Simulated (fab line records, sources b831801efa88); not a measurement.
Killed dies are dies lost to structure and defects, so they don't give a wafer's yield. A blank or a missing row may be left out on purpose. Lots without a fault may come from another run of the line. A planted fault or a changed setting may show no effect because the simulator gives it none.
Which tool did it? | flow gf180mcu | 7 lots, 21 wafers sampled, at 2 steps of a route of 602

WHAT THE GAUGES READ, wafer by wafer
GF_VT_IMPLANT_OVL_MEAS_40.
lot  | measured     | on         | VT_IMPLANT_03_OVL (nm)
L193 | day 7 20:03  | overlay-01 | 1.2 1.9 0.7
L195 | day 8 06:15  | overlay-01 | -1.4 -1.8 -0.2
L197 | day 8 19:38  | overlay-02 | -0.2 -0.9 -0.3
L200 | day 9 15:22  | overlay-02 | 2.1 -0.1 1.1
L208 | day 12 03:39 | overlay-01 | 150.3 150.6 149.7
L211 | day 12 20:37 | overlay-01 | -0.1 0.0 0.6
L214 | day 13 15:16 | overlay-02 | 0.0 -1.2 -2.7

WHICH TOOL RAN EACH LOT (tool, then ch and the chambers of the sampled wafers, then the start)
lot  | GF_VT_IMPLANT_EXPOSE_37
L193 | iline_stepper-01 ch 0, day 7 12:25
L195 | iline_stepper-01 ch 0, day 7 22:00
L197 | iline_stepper-01 ch 0, day 8 11:16
L200 | iline_stepper-02 ch 0, day 9 06:48
L208 | iline_stepper-02 ch 0, day 11 17:58
L211 | iline_stepper-01 ch 0, day 12 10:27
L214 | iline_stepper-01 ch 0, day 13 06:06
- GF_VT_IMPLANT_EXPOSE_37: exposes mask Nwell HV AREA, target cd 860 nm.

THE ANSWER, worked out from the rows above alone
Rule: what is usual is taken from the lots themselves. Put in order of their means at a reading, lots are off if they are a third of the lots or fewer, leave a main group of 4 or more, and stand apart from it by a gap of 3 or more times the standard deviation of the main group's means; of several such gaps the widest counts. A main group whose means are all the same, to the digits that the tables above print for the reading, isn't used. A lot without any number at a reading at which 4 lots or more have one is off too. The other lots that the step has rows for count as sound.
Off: L208, at GF_VT_IMPLANT_OVL_MEAS_40 (VT_IMPLANT_03_OVL). The main group: mean -0.1 nm, standard deviation 0.99.
A tool fits if, at a process step before that reading, it ran every lot that is off, and no sound lot after the first of them. The gauges at GF_VT_IMPLANT_OVL_MEAS_40 are tried like those tools. One fits: iline_stepper-02 at GF_VT_IMPLANT_EXPOSE_37. Its last sound lot is L200 (day 9 06:48), its first lot that is off L208 (day 11 17:58): a fault that began between those two fits.

WHAT THE SIMULATOR HAD PUT IN
Scanner matching overlay: iline_stepper-02, from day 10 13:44 on, at GF_VT_IMPLANT_EXPOSE_37. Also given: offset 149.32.
Lots struck among those shown: L208. The rule above found the same.
